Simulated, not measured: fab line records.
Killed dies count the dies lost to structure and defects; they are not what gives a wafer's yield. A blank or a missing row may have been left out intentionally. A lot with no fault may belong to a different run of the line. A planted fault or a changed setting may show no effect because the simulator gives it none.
fab line records :: flow sky130
record
  lots=6
  wafers=18
  last-day=51
route steps=708 shown LOCAL_INTERCONNECT@389
lots that met no fault: from a run of the same line without faults
start-h: hours from the record's opening day to when the first of the lot's shown wafers began :: wait-h: time in hours since the lot's previous step :: " unchanged from the row above :: L1.1+2: several wafers, shown together as one row :: - no value, or no start given :: * or withheld: withheld :: < > ~ a bound
route shown NAME@n: names a module that has steps shown in the file, with the first one's number in the route :: usual: the fault-free wafers' mean and standard deviation :: same: alike in all rows :: chamber/n: place in a boat :: sites: the reading at each site :: _std_site: standard deviation across them :: _edge_site: inner sites' mean taken away from outer sites' mean :: radius-mm: how far each site lies from the wafer's centre :: mask NAME#n: copy n :: behind: the most recent tool/chamber to have shaped the wafer :: hold: reason for holding the lot/hours on hold/outcome of the hold :: device: the transistor (n, p or np) that didn't switch :: end of line: the tests these same wafers got at the end of their route :: a step without rows: its recipe alone :: killed: dies that structure and defects cost at the first sort, which is not the same as the wafer's yield :: map: per-die view of a wafer (x killed, . not killed, _ where there is no die)
set.NAME: setting as actually run; set.NAME@STEP: the setting as run at that earlier step :: model.NAME: the simulator's own value behind a step, which no gauge read
a table for each step, a row for each wafer; lots at some steps of the route
services: from which hour (start-h, from the record's first day; less than 0 if before it) a tool's chamber was out of use, for how many hours, and why
## steps
# step SKY_LOCAL_INTERCONNECT_THK_MEAS_02
# recipe
  thk-meas-gauge=xrf
  reads=TiN_of_LOCAL_INTERCONNECT_SPUTTER_00
# usual
  LOCAL_INTERCONNECT_TIN_THK=101.3/1.3
lot.wafer: L248.1
tool: film-metro-02
chamber: -
start-h: 709.84
wait-h: 0.1
LOCAL_INTERCONNECT_TIN_THK[nm]: 101.8

lot.wafer: L248.4
tool: film-metro-02
chamber: -
start-h: 709.84
wait-h: 0.1
LOCAL_INTERCONNECT_TIN_THK[nm]: 102.6

lot.wafer: L248.6
tool: film-metro-02
chamber: -
start-h: 709.84
wait-h: 0.1
LOCAL_INTERCONNECT_TIN_THK[nm]: 102.5

lot.wafer: L255.1
tool: film-metro-04
chamber: -
start-h: 756.30
wait-h: 0.1
LOCAL_INTERCONNECT_TIN_THK[nm]: 100.4

lot.wafer: L255.2
tool: film-metro-04
chamber: -
start-h: 756.30
wait-h: 0.1
LOCAL_INTERCONNECT_TIN_THK[nm]: 101.1

lot.wafer: L255.3
tool: film-metro-04
chamber: -
start-h: 756.30
wait-h: 0.1
LOCAL_INTERCONNECT_TIN_THK[nm]: 101.1

lot.wafer: L264.1
tool: film-metro-01
chamber: -
start-h: 814.86
wait-h: 0.1
LOCAL_INTERCONNECT_TIN_THK[nm]: 98.5

lot.wafer: L264.2
tool: film-metro-01
chamber: -
start-h: 814.86
wait-h: 0.1
LOCAL_INTERCONNECT_TIN_THK[nm]: 99.2

lot.wafer: L264.6
tool: film-metro-01
chamber: -
start-h: 814.86
wait-h: 0.1
LOCAL_INTERCONNECT_TIN_THK[nm]: 98.3

lot.wafer: L266.1
tool: film-metro-01
chamber: -
start-h: 835.99
wait-h: 0.1
LOCAL_INTERCONNECT_TIN_THK[nm]: 101.2

lot.wafer: L266.2
tool: film-metro-01
chamber: -
start-h: 835.99
wait-h: 0.1
LOCAL_INTERCONNECT_TIN_THK[nm]: 102.6

lot.wafer: L266.4
tool: film-metro-01
chamber: -
start-h: 835.99
wait-h: 0.1
LOCAL_INTERCONNECT_TIN_THK[nm]: 100.9

lot.wafer: L269.2
tool: film-metro-02
chamber: -
start-h: 881.92
wait-h: 0.1
LOCAL_INTERCONNECT_TIN_THK[nm]: 101.6

lot.wafer: L269.4
tool: film-metro-02
chamber: -
start-h: 881.92
wait-h: 0.1
LOCAL_INTERCONNECT_TIN_THK[nm]: 103.2

lot.wafer: L269.5
tool: film-metro-02
chamber: -
start-h: 881.92
wait-h: 0.1
LOCAL_INTERCONNECT_TIN_THK[nm]: 102.8

lot.wafer: L270.3
tool: film-metro-01
chamber: -
start-h: 883.06
wait-h: 0.1
LOCAL_INTERCONNECT_TIN_THK[nm]: 100.8

lot.wafer: L270.4
tool: film-metro-01
chamber: -
start-h: 883.06
wait-h: 0.1
LOCAL_INTERCONNECT_TIN_THK[nm]: 101.4

lot.wafer: L270.5
tool: film-metro-01
chamber: -
start-h: 883.06
wait-h: 0.1
LOCAL_INTERCONNECT_TIN_THK[nm]: 101.2
# step SKY_LOCAL_INTERCONNECT_DEHYDRATE_03
# recipe
  temp-c=200
  time-s=60
# step SKY_LOCAL_INTERCONNECT_HMDS_04
# recipe
  prime-time-s=60
  prime-temp-c=120
# step SKY_LOCAL_INTERCONNECT_COAT_05
# recipe
  resist=BARC
  temp-c=withheld
  time-s=withheld
  spin-rpm=3000
  resist-thk-nm=60
# step SKY_LOCAL_INTERCONNECT_COAT_06
# recipe
  resist=KrF-thick
  spin-rpm=3000
  resist-thk-nm=450
# step SKY_LOCAL_INTERCONNECT_SOFTBAKE_07
# recipe
  temp-c=100
  time-s=90
  resist=KrF-thick
# step SKY_LOCAL_INTERCONNECT_EXPOSE_08
# recipe
  mask-id=LI1M
  na=0.8
  source-shape=annular
  sigma-inner=0.55
  sigma-outer=0.85
  target-cd-nm=170
  dose-mj=28
# step SKY_LOCAL_INTERCONNECT_PEB_09
# recipe
  peb-temp-c=withheld
  peb-time-s=withheld
  resist=KrF-thick
# step SKY_LOCAL_INTERCONNECT_DEVELOP_10
# recipe
  develop-time-s=60
  resist=KrF-thick
  dev-temp-c=21
# step SKY_LOCAL_INTERCONNECT_CD_MEAS_11
# recipe
  target-cd-nm=170
# usual
  cd-nm=169.6/1.6
lot.wafer: L248.1
tool: cd-sem-01
chamber: -
start-h: 737.52
wait-h: -
cd-nm: 168.7

lot.wafer: L248.4
tool: cd-sem-01
chamber: -
start-h: 737.52
wait-h: -
cd-nm: 169.0

lot.wafer: L248.6
tool: cd-sem-01
chamber: -
start-h: 737.52
wait-h: -
cd-nm: 168.5

lot.wafer: L255.1
tool: cd-sem-01
chamber: -
start-h: 783.44
wait-h: -
cd-nm: 170.2

lot.wafer: L255.2
tool: cd-sem-01
chamber: -
start-h: 783.44
wait-h: -
cd-nm: 169.9

lot.wafer: L255.3
tool: cd-sem-01
chamber: -
start-h: 783.44
wait-h: -
cd-nm: 171.6

lot.wafer: L264.1
tool: cd-sem-02
chamber: -
start-h: 840.84
wait-h: -
cd-nm: 169.8

lot.wafer: L264.2
tool: cd-sem-02
chamber: -
start-h: 840.84
wait-h: -
cd-nm: 171.2

lot.wafer: L264.6
tool: cd-sem-02
chamber: -
start-h: 840.84
wait-h: -
cd-nm: 171.8

lot.wafer: L266.1
tool: cd-sem-02
chamber: -
start-h: 861.94
wait-h: -
cd-nm: 169.9

lot.wafer: L266.2
tool: cd-sem-02
chamber: -
start-h: 861.94
wait-h: -
cd-nm: 169.0

lot.wafer: L266.4
tool: cd-sem-02
chamber: -
start-h: 861.94
wait-h: -
cd-nm: 169.5

lot.wafer: L269.2
tool: cd-sem-01
chamber: -
start-h: 907.59
wait-h: -
cd-nm: 167.7

lot.wafer: L269.4
tool: cd-sem-01
chamber: -
start-h: 907.59
wait-h: -
cd-nm: 166.9

lot.wafer: L269.5
tool: cd-sem-01
chamber: -
start-h: 907.59
wait-h: -
cd-nm: 168.0

lot.wafer: L270.3
tool: cd-sem-01
chamber: -
start-h: 908.56
wait-h: -
cd-nm: 170.1

lot.wafer: L270.4
tool: cd-sem-01
chamber: -
start-h: 908.56
wait-h: -
cd-nm: 169.9

lot.wafer: L270.5
tool: cd-sem-01
chamber: -
start-h: 908.56
wait-h: -
cd-nm: 170.1
# step SKY_LOCAL_INTERCONNECT_OVL_MEAS_12
# usual
  LOCAL_INTERCONNECT_OVL=1/6.2
lot.wafer: L248.1
tool: overlay-01
chamber: -
start-h: 737.64
wait-h: 0.1
LOCAL_INTERCONNECT_OVL[nm]: 7

lot.wafer: L248.4
tool: overlay-01
chamber: -
start-h: 737.64
wait-h: 0.1
LOCAL_INTERCONNECT_OVL[nm]: -1

lot.wafer: L248.6
tool: overlay-01
chamber: -
start-h: 737.64
wait-h: 0.1
LOCAL_INTERCONNECT_OVL[nm]: -1

lot.wafer: L255.1
tool: overlay-02
chamber: -
start-h: 783.56
wait-h: 0.1
LOCAL_INTERCONNECT_OVL[nm]: -3

lot.wafer: L255.2
tool: overlay-02
chamber: -
start-h: 783.56
wait-h: 0.1
LOCAL_INTERCONNECT_OVL[nm]: -7

lot.wafer: L255.3
tool: overlay-02
chamber: -
start-h: 783.56
wait-h: 0.1
LOCAL_INTERCONNECT_OVL[nm]: -1

lot.wafer: L264.1
tool: overlay-02
chamber: -
start-h: 840.96
wait-h: 0.1
LOCAL_INTERCONNECT_OVL[nm]: 2

lot.wafer: L264.2
tool: overlay-02
chamber: -
start-h: 840.96
wait-h: 0.1
LOCAL_INTERCONNECT_OVL[nm]: -2

lot.wafer: L264.6
tool: overlay-02
chamber: -
start-h: 840.96
wait-h: 0.1
LOCAL_INTERCONNECT_OVL[nm]: -3

lot.wafer: L266.1
tool: overlay-02
chamber: -
start-h: 862.06
wait-h: 0.1
LOCAL_INTERCONNECT_OVL[nm]: 11

lot.wafer: L266.2
tool: overlay-02
chamber: -
start-h: 862.06
wait-h: 0.1
LOCAL_INTERCONNECT_OVL[nm]: 4

lot.wafer: L266.4
tool: overlay-02
chamber: -
start-h: 862.06
wait-h: 0.1
LOCAL_INTERCONNECT_OVL[nm]: -3

lot.wafer: L269.2
tool: overlay-01
chamber: -
start-h: 907.69
wait-h: 0.1
LOCAL_INTERCONNECT_OVL[nm]: 12

lot.wafer: L269.4
tool: overlay-01
chamber: -
start-h: 907.69
wait-h: 0.1
LOCAL_INTERCONNECT_OVL[nm]: 8

lot.wafer: L269.5
tool: overlay-01
chamber: -
start-h: 907.69
wait-h: 0.1
LOCAL_INTERCONNECT_OVL[nm]: 2

lot.wafer: L270.3
tool: overlay-01
chamber: -
start-h: 908.65
wait-h: 0.1
LOCAL_INTERCONNECT_OVL[nm]: -2

lot.wafer: L270.4
tool: overlay-01
chamber: -
start-h: 908.65
wait-h: 0.1
LOCAL_INTERCONNECT_OVL[nm]: 5

lot.wafer: L270.5
tool: overlay-01
chamber: -
start-h: 908.65
wait-h: 0.1
LOCAL_INTERCONNECT_OVL[nm]: 9
# step SKY_LOCAL_INTERCONNECT_ETCH_13
# recipe
  chemistry=N2/H2
  target=BARC
  ion-energy-ev=200
  bias-w=100
  pressure-mtorr=30
  n2-flow-sccm=100
  h2-flow-sccm=200
  icp-w=510.2
  stop-on=SiO2
  time-s=45.9
  target-depth-a=600
# usual
  drypump-motor-current-A=5.7/0.37
  oes-product-au=0.854/0.005
  throttle-valve-pct=13.224/0.0094
# same
  time-s=45.9
lot.wafer: L248.1
tool: rie-metal-04
chamber: 0
start-h: 737.67
wait-h: 0.0
drypump-motor-current-A: 6.1
oes-product-au: 0.848
rf-hours-counter-h: 16
throttle-valve-pct: 13.227

lot.wafer: L248.4
tool: rie-metal-04
chamber: 0
start-h: 737.67
wait-h: 0.0
drypump-motor-current-A: 6.1
oes-product-au: 0.848
rf-hours-counter-h: -
throttle-valve-pct: 13.239

lot.wafer: L248.6
tool: rie-metal-04
chamber: 1
start-h: 737.67
wait-h: 0.0
drypump-motor-current-A: 5.3
oes-product-au: 0.854
rf-hours-counter-h: -
throttle-valve-pct: 13.214

lot.wafer: L255.1
tool: rie-metal-02
chamber: 1
start-h: 783.59
wait-h: 0.0
drypump-motor-current-A: 5.3
oes-product-au: 0.857
rf-hours-counter-h: 3
throttle-valve-pct: 13.212

lot.wafer: L255.2
tool: rie-metal-02
chamber: 1
start-h: 783.59
wait-h: 0.0
drypump-motor-current-A: 5.3
oes-product-au: 0.850
rf-hours-counter-h: -
throttle-valve-pct: 13.232

lot.wafer: L255.3
tool: rie-metal-02
chamber: 1
start-h: 783.59
wait-h: 0.0
drypump-motor-current-A: 5.3
oes-product-au: 0.854
rf-hours-counter-h: -
throttle-valve-pct: 13.225

lot.wafer: L264.1
tool: rie-metal-04
chamber: 1
start-h: 840.99
wait-h: 0.0
drypump-motor-current-A: 5.3
oes-product-au: 0.858
rf-hours-counter-h: 10
throttle-valve-pct: 13.213

lot.wafer: L264.2
tool: rie-metal-04
chamber: 0
start-h: 840.99
wait-h: 0.0
drypump-motor-current-A: 6.1
oes-product-au: 0.858
rf-hours-counter-h: 2
throttle-valve-pct: 13.222

lot.wafer: L264.6
tool: rie-metal-04
chamber: 1
start-h: 840.99
wait-h: 0.0
drypump-motor-current-A: 5.3
oes-product-au: 0.855
rf-hours-counter-h: -
throttle-valve-pct: 13.223

lot.wafer: L266.1
tool: rie-metal-04
chamber: 1
start-h: 862.09
wait-h: 0.0
drypump-motor-current-A: 5.3
oes-product-au: 0.858
rf-hours-counter-h: 10
throttle-valve-pct: 13.208

lot.wafer: L266.2
tool: rie-metal-04
chamber: 0
start-h: 862.09
wait-h: 0.0
drypump-motor-current-A: 6.1
oes-product-au: 0.857
rf-hours-counter-h: 3
throttle-valve-pct: 13.227

lot.wafer: L266.4
tool: rie-metal-04
chamber: 0
start-h: 862.09
wait-h: 0.0
drypump-motor-current-A: 6.1
oes-product-au: 0.849
rf-hours-counter-h: -
throttle-valve-pct: 13.219

lot.wafer: L269.2
tool: rie-metal-01
chamber: 1
start-h: 907.72
wait-h: 0.0
drypump-motor-current-A: 5.8
oes-product-au: 0.855
rf-hours-counter-h: 13
throttle-valve-pct: 13.238

lot.wafer: L269.4
tool: rie-metal-01
chamber: 1
start-h: 907.72
wait-h: 0.0
drypump-motor-current-A: 5.8
oes-product-au: 0.849
rf-hours-counter-h: -
throttle-valve-pct: 13.220

lot.wafer: L269.5
tool: rie-metal-01
chamber: 1
start-h: 907.72
wait-h: 0.0
drypump-motor-current-A: 5.8
oes-product-au: 0.860
rf-hours-counter-h: -
throttle-valve-pct: 13.222

lot.wafer: L270.3
tool: rie-metal-02
chamber: 1
start-h: 908.69
wait-h: 0.0
drypump-motor-current-A: 5.4
oes-product-au: 0.850
rf-hours-counter-h: -
throttle-valve-pct: 13.226

lot.wafer: L270.4
tool: rie-metal-02
chamber: 0
start-h: 908.69
wait-h: 0.0
drypump-motor-current-A: 6.2
oes-product-au: 0.868
rf-hours-counter-h: -
throttle-valve-pct: 13.222

lot.wafer: L270.5
tool: rie-metal-02
chamber: 1
start-h: 908.69
wait-h: 0.0
drypump-motor-current-A: 5.4
oes-product-au: 0.856
rf-hours-counter-h: -
throttle-valve-pct: 13.222
# step SKY_LOCAL_INTERCONNECT_METAL_ETCH_14
# recipe
  target-depth-nm=110
  stop-on=PSG
  chemistry=Cl2/BCl3
  target=TiN
  resist-sidewall-deg=88
  pressure-mtorr=10
  icp-w=900
  bias-w=48.5
  Cl2_flow_sccm=60
  bcl3-flow-sccm=30
  time-s=31.4
# usual
  drypump-motor-current-A=5.7/0.37
  oes-product-au=0.941/0.0075
  throttle-valve-pct=21.902/0.0099
# same
  time-s=31.4
lot.wafer: L248.1
tool: rie-metal-04
chamber: 0
start-h: 737.74
wait-h: 0.0
drypump-motor-current-A: 6.1
oes-product-au: 0.938
rf-hours-counter-h: 16
throttle-valve-pct: 21.908
model.etch.depth-nm: 99.92
model.LOCAL_INTERCONNECT.feature-depth-nm: 99.92
model.KrF-thick_of_LOCAL_INTERCONNECT_COAT_06.thk-nm: 343.2

lot.wafer: L248.4
tool: rie-metal-04
chamber: 0
start-h: 737.74
wait-h: 0.0
drypump-motor-current-A: 6.1
oes-product-au: 0.941
rf-hours-counter-h: -
throttle-valve-pct: 21.900
model.etch.depth-nm: 99.96
model.LOCAL_INTERCONNECT.feature-depth-nm: 99.96
model.KrF-thick_of_LOCAL_INTERCONNECT_COAT_06.thk-nm: 345.9

lot.wafer: L248.6
tool: rie-metal-04
chamber: 1
start-h: 737.74
wait-h: 0.0
drypump-motor-current-A: 5.3
oes-product-au: 0.945
rf-hours-counter-h: -
throttle-valve-pct: 21.905
model.etch.depth-nm: 100.2
model.LOCAL_INTERCONNECT.feature-depth-nm: 100.2
model.KrF-thick_of_LOCAL_INTERCONNECT_COAT_06.thk-nm: 347.1

lot.wafer: L255.1
tool: rie-metal-02
chamber: 1
start-h: 783.72
wait-h: 0.1
drypump-motor-current-A: 5.4
oes-product-au: 0.935
rf-hours-counter-h: 3
throttle-valve-pct: 21.906
model.etch.depth-nm: 99.29
model.LOCAL_INTERCONNECT.feature-depth-nm: 99.29
model.KrF-thick_of_LOCAL_INTERCONNECT_COAT_06.thk-nm: 348.2

lot.wafer: L255.2
tool: rie-metal-02
chamber: 1
start-h: 783.72
wait-h: 0.1
drypump-motor-current-A: 5.4
oes-product-au: 0.949
rf-hours-counter-h: -
throttle-valve-pct: 21.896
model.etch.depth-nm: 99.85
model.LOCAL_INTERCONNECT.feature-depth-nm: 99.85
model.KrF-thick_of_LOCAL_INTERCONNECT_COAT_06.thk-nm: 349.2

lot.wafer: L255.3
tool: rie-metal-02
chamber: 1
start-h: 783.72
wait-h: 0.1
drypump-motor-current-A: 5.4
oes-product-au: 0.942
rf-hours-counter-h: -
throttle-valve-pct: 21.898
model.etch.depth-nm: 100.4
model.LOCAL_INTERCONNECT.feature-depth-nm: 100.4
model.KrF-thick_of_LOCAL_INTERCONNECT_COAT_06.thk-nm: 346.3

lot.wafer: L264.1
tool: rie-metal-04
chamber: 1
start-h: 841.06
wait-h: 0.0
drypump-motor-current-A: 5.3
oes-product-au: 0.901
rf-hours-counter-h: 10
throttle-valve-pct: 21.938
model.etch.depth-nm: 91.83
model.LOCAL_INTERCONNECT.feature-depth-nm: 91.83
model.KrF-thick_of_LOCAL_INTERCONNECT_COAT_06.thk-nm: 353.5

lot.wafer: L264.2
tool: rie-metal-04
chamber: 0
start-h: 841.06
wait-h: 0.0
drypump-motor-current-A: 6.1
oes-product-au: 0.904
rf-hours-counter-h: 2
throttle-valve-pct: 21.905
model.etch.depth-nm: 92.57
model.LOCAL_INTERCONNECT.feature-depth-nm: 92.57
model.KrF-thick_of_LOCAL_INTERCONNECT_COAT_06.thk-nm: 352.3

lot.wafer: L264.6
tool: rie-metal-04
chamber: 1
start-h: 841.06
wait-h: 0.0
drypump-motor-current-A: 5.3
oes-product-au: 0.887
rf-hours-counter-h: -
throttle-valve-pct: 21.939
model.etch.depth-nm: 91.02
model.LOCAL_INTERCONNECT.feature-depth-nm: 91.02
model.KrF-thick_of_LOCAL_INTERCONNECT_COAT_06.thk-nm: 353.8

lot.wafer: L266.1
tool: rie-metal-04
chamber: 1
start-h: 862.16
wait-h: 0.0
drypump-motor-current-A: 5.3
oes-product-au: 0.890
rf-hours-counter-h: 10
throttle-valve-pct: 21.925
model.etch.depth-nm: 90.98
model.LOCAL_INTERCONNECT.feature-depth-nm: 90.98
model.KrF-thick_of_LOCAL_INTERCONNECT_COAT_06.thk-nm: 355.5

lot.wafer: L266.2
tool: rie-metal-04
chamber: 0
start-h: 862.16
wait-h: 0.0
drypump-motor-current-A: 6.1
oes-product-au: 0.903
rf-hours-counter-h: 3
throttle-valve-pct: 21.930
model.etch.depth-nm: 92.6
model.LOCAL_INTERCONNECT.feature-depth-nm: 92.6
model.KrF-thick_of_LOCAL_INTERCONNECT_COAT_06.thk-nm: 353.9

lot.wafer: L266.4
tool: rie-metal-04
chamber: 0
start-h: 862.16
wait-h: 0.0
drypump-motor-current-A: 6.1
oes-product-au: 0.901
rf-hours-counter-h: -
throttle-valve-pct: 21.920
model.etch.depth-nm: 92.85
model.LOCAL_INTERCONNECT.feature-depth-nm: 92.85
model.KrF-thick_of_LOCAL_INTERCONNECT_COAT_06.thk-nm: 353.4

lot.wafer: L269.2
tool: rie-metal-01
chamber: 1
start-h: 907.79
wait-h: 0.0
drypump-motor-current-A: 5.8
oes-product-au: 0.945
rf-hours-counter-h: 13
throttle-valve-pct: 21.901
model.etch.depth-nm: 99.82
model.LOCAL_INTERCONNECT.feature-depth-nm: 99.82
model.KrF-thick_of_LOCAL_INTERCONNECT_COAT_06.thk-nm: 347.7

lot.wafer: L269.4
tool: rie-metal-01
chamber: 1
start-h: 907.79
wait-h: 0.0
drypump-motor-current-A: 5.8
oes-product-au: 0.945
rf-hours-counter-h: -
throttle-valve-pct: 21.891
model.etch.depth-nm: 101.8
model.LOCAL_INTERCONNECT.feature-depth-nm: 101.8
model.KrF-thick_of_LOCAL_INTERCONNECT_COAT_06.thk-nm: 346.5

lot.wafer: L269.5
tool: rie-metal-01
chamber: 1
start-h: 907.79
wait-h: 0.0
drypump-motor-current-A: 5.8
oes-product-au: 0.955
rf-hours-counter-h: -
throttle-valve-pct: 21.917
model.etch.depth-nm: 101.4
model.LOCAL_INTERCONNECT.feature-depth-nm: 101.4
model.KrF-thick_of_LOCAL_INTERCONNECT_COAT_06.thk-nm: 346.4

lot.wafer: L270.3
tool: rie-metal-02
chamber: 1
start-h: 908.75
wait-h: 0.0
drypump-motor-current-A: 5.4
oes-product-au: 0.933
rf-hours-counter-h: -
throttle-valve-pct: 21.902
model.etch.depth-nm: 99.69
model.LOCAL_INTERCONNECT.feature-depth-nm: 99.69
model.KrF-thick_of_LOCAL_INTERCONNECT_COAT_06.thk-nm: 346.5

lot.wafer: L270.4
tool: rie-metal-02
chamber: 0
start-h: 908.75
wait-h: 0.0
drypump-motor-current-A: 6.2
oes-product-au: 0.945
rf-hours-counter-h: -
throttle-valve-pct: 21.897
model.etch.depth-nm: 100.3
model.LOCAL_INTERCONNECT.feature-depth-nm: 100.3
model.KrF-thick_of_LOCAL_INTERCONNECT_COAT_06.thk-nm: 348

lot.wafer: L270.5
tool: rie-metal-02
chamber: 1
start-h: 908.75
wait-h: 0.0
drypump-motor-current-A: 5.4
oes-product-au: 0.935
rf-hours-counter-h: -
throttle-valve-pct: 21.887
model.etch.depth-nm: 100.1
model.LOCAL_INTERCONNECT.feature-depth-nm: 100.1
model.KrF-thick_of_LOCAL_INTERCONNECT_COAT_06.thk-nm: 346.1
# step SKY_LOCAL_INTERCONNECT_STRIP_15
# recipe
  chemistry=O2/N2
  power-w=1400
  pressure-mtorr=1500
  platen-temp-c=withheld
  o2-flow-sccm=3000
  n2-flow-sccm=300
  overash-fraction=0.5
# usual
  drypump-motor-current-A=6.1/0.38
  oes-product-au=0.426/0.0044
  strip-time-to-endpoint-s=4.702/0.019
lot.wafer: L248.1
tool: plasma-asher-04
chamber: 1
start-h: 737.79
wait-h: 0.0
drypump-motor-current-A: 5.8
oes-product-au: 0.422
rf-hours-counter-h: 92
strip-time-to-endpoint-s: 4.665

lot.wafer: L248.4
tool: plasma-asher-04
chamber: 0
start-h: 737.79
wait-h: 0.0
drypump-motor-current-A: 6.4
oes-product-au: 0.422
rf-hours-counter-h: -
strip-time-to-endpoint-s: 4.701

lot.wafer: L248.6
tool: plasma-asher-04
chamber: 1
start-h: 737.79
wait-h: 0.0
drypump-motor-current-A: 5.8
oes-product-au: 0.425
rf-hours-counter-h: -
strip-time-to-endpoint-s: 4.715

lot.wafer: L255.1
tool: plasma-asher-03
chamber: 0
start-h: 783.82
wait-h: 0.1
drypump-motor-current-A: 6.6
oes-product-au: 0.425
rf-hours-counter-h: 4
strip-time-to-endpoint-s: 4.721

lot.wafer: L255.2
tool: plasma-asher-03
chamber: 1
start-h: 783.82
wait-h: 0.1
drypump-motor-current-A: 5.5
oes-product-au: 0.427
rf-hours-counter-h: 4
strip-time-to-endpoint-s: 4.727

lot.wafer: L255.3
tool: plasma-asher-03
chamber: 1
start-h: 783.82
wait-h: 0.1
drypump-motor-current-A: 5.5
oes-product-au: 0.421
rf-hours-counter-h: -
strip-time-to-endpoint-s: 4.703

lot.wafer: L264.1
tool: plasma-asher-02
chamber: 1
start-h: 841.11
wait-h: 0.0
drypump-motor-current-A: 5.8
oes-product-au: 0.427
rf-hours-counter-h: 73
strip-time-to-endpoint-s: 4.789

lot.wafer: L264.2
tool: plasma-asher-02
chamber: 0
start-h: 841.11
wait-h: 0.0
drypump-motor-current-A: 6.3
oes-product-au: 0.429
rf-hours-counter-h: 73
strip-time-to-endpoint-s: 4.769

lot.wafer: L264.6
tool: plasma-asher-02
chamber: 0
start-h: 841.11
wait-h: 0.0
drypump-motor-current-A: 6.3
oes-product-au: 0.429
rf-hours-counter-h: -
strip-time-to-endpoint-s: 4.784

lot.wafer: L266.1
tool: plasma-asher-02
chamber: 0
start-h: 862.21
wait-h: 0.0
drypump-motor-current-A: 6.3
oes-product-au: 0.429
rf-hours-counter-h: 76
strip-time-to-endpoint-s: 4.786

lot.wafer: L266.2
tool: plasma-asher-02
chamber: 1
start-h: 862.21
wait-h: 0.0
drypump-motor-current-A: 5.8
oes-product-au: 0.427
rf-hours-counter-h: 76
strip-time-to-endpoint-s: 4.767

lot.wafer: L266.4
tool: plasma-asher-02
chamber: 0
start-h: 862.21
wait-h: 0.0
drypump-motor-current-A: 6.3
oes-product-au: 0.435
rf-hours-counter-h: -
strip-time-to-endpoint-s: 4.778

lot.wafer: L269.2
tool: plasma-asher-03
chamber: 0
start-h: 907.84
wait-h: 0.0
drypump-motor-current-A: 6.5
oes-product-au: 0.433
rf-hours-counter-h: 16
strip-time-to-endpoint-s: 4.706

lot.wafer: L269.4
tool: plasma-asher-03
chamber: 0
start-h: 907.84
wait-h: 0.0
drypump-motor-current-A: 6.6
oes-product-au: 0.423
rf-hours-counter-h: -
strip-time-to-endpoint-s: 4.707

lot.wafer: L269.5
tool: plasma-asher-03
chamber: 0
start-h: 907.84
wait-h: 0.0
drypump-motor-current-A: 6.6
oes-product-au: 0.437
rf-hours-counter-h: -
strip-time-to-endpoint-s: 4.685

lot.wafer: L270.3
tool: plasma-asher-04
chamber: 1
start-h: 908.82
wait-h: 0.1
drypump-motor-current-A: 5.8
oes-product-au: 0.430
rf-hours-counter-h: -
strip-time-to-endpoint-s: 4.698

lot.wafer: L270.4
tool: plasma-asher-04
chamber: 0
start-h: 908.82
wait-h: 0.1
drypump-motor-current-A: 6.4
oes-product-au: 0.426
rf-hours-counter-h: -
strip-time-to-endpoint-s: 4.715

lot.wafer: L270.5
tool: plasma-asher-04
chamber: 1
start-h: 908.82
wait-h: 0.1
drypump-motor-current-A: 5.8
oes-product-au: 0.423
rf-hours-counter-h: -
strip-time-to-endpoint-s: 4.693
# step SKY_LOCAL_INTERCONNECT_STRIP_16
# recipe
  chemistry=post-etch-residue-remover
  time-s=1200
  temp-c=72.5
## services
tool: rie-metal-02
chamber: -
start-h: 730.53
hours: 1.6
kind: repair

tool: plasma-asher-03
chamber: -
start-h: 733.75
hours: 9.0
kind: pm

tool: plasma-asher-03
chamber: 0
start-h: 733.75
hours: 9.0
kind: vent-cycle

tool: plasma-asher-03
chamber: 1
start-h: 733.75
hours: 9.0
kind: vent-cycle

tool: plasma-asher-03
chamber: 0
start-h: 742.75
hours: -
kind: clean

tool: plasma-asher-03
chamber: 1
start-h: 742.75
hours: -
kind: clean

tool: plasma-asher-03
chamber: -
start-h: 747.62
hours: 4.1
kind: repair

tool: rie-metal-02
chamber: -
start-h: 748.32
hours: 1.4
kind: repair

tool: rie-metal-02
chamber: 0
start-h: 770.18
hours: -
kind: clean

tool: rie-metal-02
chamber: 0
start-h: 770.18
hours: 33.2
kind: scheduled-down

tool: rie-metal-02
chamber: 0
start-h: 770.18
hours: 33.2
kind: vent-cycle

tool: rie-metal-04
chamber: 0
start-h: 774.87
hours: -
kind: clean

tool: rie-metal-04
chamber: 0
start-h: 774.87
hours: 19.0
kind: scheduled-down

tool: rie-metal-04
chamber: 0
start-h: 774.87
hours: 19.0
kind: vent-cycle

tool: rie-metal-01
chamber: 0
start-h: 779.52
hours: -
kind: clean

tool: rie-metal-01
chamber: 0
start-h: 779.52
hours: 19.8
kind: scheduled-down

tool: rie-metal-01
chamber: 0
start-h: 779.52
hours: 19.8
kind: vent-cycle

tool: plasma-asher-04
chamber: -
start-h: 787.98
hours: 3.2
kind: repair

tool: plasma-asher-04
chamber: -
start-h: 825.93
hours: 1.8
kind: repair

tool: rie-metal-02
chamber: 1
start-h: 849.39
hours: 1.5
kind: repair

tool: plasma-asher-03
chamber: -
start-h: 888.86
hours: 2.8
kind: repair
## key
first-sign
  step=SKY_LOCAL_INTERCONNECT_METAL_ETCH_14
  reading=oes-product-au
  direction=down
  sigmas=5.7
  usual=0.941
  struck=0.898
effect
  step=SKY_LOCAL_INTERCONNECT_METAL_ETCH_14
  reading=throttle-valve-pct
  direction=up
  sigmas=2.4
  usual=21.902
  struck=21.926
effect
  step=SKY_LOCAL_INTERCONNECT_STRIP_15
  reading=strip-time-to-endpoint-s
  direction=up
  sigmas=4
  usual=*
  struck=*
model-effect
  step=SKY_LOCAL_INTERCONNECT_METAL_ETCH_14
  value=etch.depth-nm
  without=99.36
  struck=91.97
met-at SKY_LOCAL_INTERCONNECT_METAL_ETCH_14
struck-wafers L264.1,L264.2,L264.6,L266.1,L266.2,L266.4
later-rows-left-out L264.1,L264.2,L264.6,L266.1,L266.2,L266.4
sort-left-out L264.1,L264.2,L264.6,L266.1,L266.2,L266.4
tester-left-out L264,L266
onset-between 737.74 841.06
fault
  kind=process-parameter-drift
  tool=rie-metal-04
  chamber=-
  onset-h=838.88
  steps=SKY_LOCAL_INTERCONNECT_METAL_ETCH_14
  channel=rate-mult
  offset=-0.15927
  shape=step
  end-h=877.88
# tester-left-out: of these lots the tester's yield and bins aren't shown, on N5 and GAA mostly nor the transistor test; their killed dies are dies lost to structure and defects alone, not to doping, threshold or leakage, so they don't give the yield
# sort-left-out: the simulated sort isn't trusted on such a fault, so these wafers' sort isn't shown, and their yield isn't known
# later-rows-left-out: the simulator's readings of these wafers behind a module that went badly wrong aren't trusted and aren't shown, but for the sort
